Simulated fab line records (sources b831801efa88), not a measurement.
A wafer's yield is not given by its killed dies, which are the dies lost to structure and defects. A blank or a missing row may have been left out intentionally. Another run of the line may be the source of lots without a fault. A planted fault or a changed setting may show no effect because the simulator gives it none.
Matching of chambers    flow gf180mcu    cmp-02 running GF_V2_CMP_04: 4 sister chambers
The step polishes SiO2. 4 wafers are shown with their chamber, then 7 later ones without.

== WAFERS PAIRED WITH THEIR CHAMBERS ==
wafer   chamber  motor_current_A (A)
L817.4  0        12.2
L818.4  2        13.3
L820.1  3        12.2
L820.2  1        12.7

== WAFERS WITHOUT THEIR CHAMBER ==
wafer   motor_current_A (A)
L820.3  13.0
L822.3  11.6
L822.5  13.0
L822.6  12.4
L830.2  13.6
L830.4  11.5
L830.6  13.1

== WHICH CHAMBER EACH ONE RAN IN ==
wafer   from the rows above                in truth
L820.3  can't be placed: 1 or 2 or 0 or 3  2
L822.3  can't be placed: 0 or 3 or 1       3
L822.5  can't be placed: 1 or 2 or 0 or 3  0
L822.6  can't be placed: 0 or 3 or 1 or 2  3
L830.2  can't be placed: 2 or 1            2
L830.4  can't be placed: 0 or 3 or 1       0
L830.6  can't be placed: 2 or 1 or 0 or 3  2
Correct placement for 0 of the 7. Cannot be placed on the basis of these rows: 7; the candidates contain the true chamber in 7. Wrongly placed: 0.
How it was worked out, from the rows above alone: a wafer's distance from a chamber is the root of the sum, over the readings, of the square of ((its reading less the chamber's mean) divided by the reading's scatter). The wafer belongs to the nearest chamber; if the next one is less than 2 further off, it can't be placed. For every chamber, the mean is computed from those of its wafers that are shown. The scatter (one wafer shown for each chamber): square how far every hidden wafer sits from the nearest shown wafer, average those squares and take the square root.
